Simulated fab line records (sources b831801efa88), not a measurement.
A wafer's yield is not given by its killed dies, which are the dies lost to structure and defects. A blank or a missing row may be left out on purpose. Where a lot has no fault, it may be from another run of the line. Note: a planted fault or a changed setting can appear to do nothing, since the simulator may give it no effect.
8D (eight disciplines) problem report, filled in by code :: flow sfq_line :: the parts of the form that need people (team, actions taken, sign-off) are left out

## 1. WHAT WENT WRONG
oes_product_au at SFQ_TRILAYER_M4_BARC_OPEN_METAL_ETCH_123 reads a mean of 0.662 a.u. on 3 wafers of 2 lots; wafers without a fault read 0.684 a.u. with a standard deviation of 0.0047. Measured from the usual mean, that is -4.7 standard deviations.
The step: etches BARC in O2, target depth 125 nm, time 41.7 s.
First seen on wafer L694.2, day 61 07:02, on rie_metal-02. Wafers with a number at this step in the record: 42, from 14 lots. The rule behind "out" and "out of limits": a value lying over 4 standard deviations away from the usual mean. Any other wafer with a number is counted as sound.

## 2. WHAT IT IS; WHAT IT IS NOT
question: which readings at this step
is: oes_product_au
is not: drypump_motor_current_A, he_backside_leak_sccm

question: which lots
is: L694, L695
is not: L680, L681, L682, L683, L684, L685, L686, L687, L688, L698, L700, L702

question: which wafers of those lots
is: L694.2, L694.5, L695.5
is not: L694.3, L695.1, L695.3

question: read on which tools
is: rie_metal-02
is not: rie_metal-01

question: when
is: from day 61 07:02
is not: up to then (28 sound wafers); but 11 sound wafers of L695, L698, L700, L702 came after

## 3. SUSPECTS, AND WHAT RULES EACH OUT
Counting: any tool at a process step up to the reading remains a suspect provided it ran every lot that is out. Sound lots after the first of them don't rule it out here, since some wafers of a struck lot are sound.
- rie_metal-02 at SFQ_TRILAYER_M4_BARC_OPEN_METAL_ETCH_123 (etches BARC in O2, target depth 125 nm, time 41.7 s): kept. Ran every lot that is out, first one L694 (day 61 07:02); last sound lot up to then L688 (day 58 22:51). Out on those wafers are its own readings of oes_product_au.
Left after counting: rie_metal-02 at SFQ_TRILAYER_M4_BARC_OPEN_METAL_ETCH_123.

## 4. THE CAUSE (what the simulator had put in)
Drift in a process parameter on rie_metal-02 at SFQ_TRILAYER_M4_BARC_OPEN_METAL_ETCH_123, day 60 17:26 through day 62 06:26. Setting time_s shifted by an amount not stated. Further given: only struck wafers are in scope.
This tool alone remained once counting was done.

## 5. THE EFFECT CHAIN, in route order
Each row: a reading whose mean over the struck wafers that have a number lies more than 3 standard deviations from the usual. Only readings whose record carries a usual standard deviation are examined. hours: median over the lots of the time between each lot's start at the first step of this table that gives one and its start at this step. sigmas: the change, counted in usual standard deviations.
hours: 0
step: SFQ_TRILAYER_M4_BARC_OPEN_METAL_ETCH_123
reading: oes_product_au
usual: 0.684 a.u.
on struck wafers: 0.662
change: -0.022
sigmas: -4.7

hours: 0
step: SFQ_TRILAYER_M4_BARC_OPEN_METAL_ETCH_123
reading: run_length_s
usual: 70.9 s
on struck wafers: 74.2
change: +3.3
sigmas: +3.4
Process steps it contains:
- SFQ_TRILAYER_M4_BARC_OPEN_METAL_ETCH_123: etches BARC in O2, target depth 125 nm, time 41.7 s.

## 6. HOW IT WOULD HAVE BEEN CAUGHT EARLIER
The fault began at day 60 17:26; the first out-of-limits reading in this record came at day 61 07:02, 14 hours later.
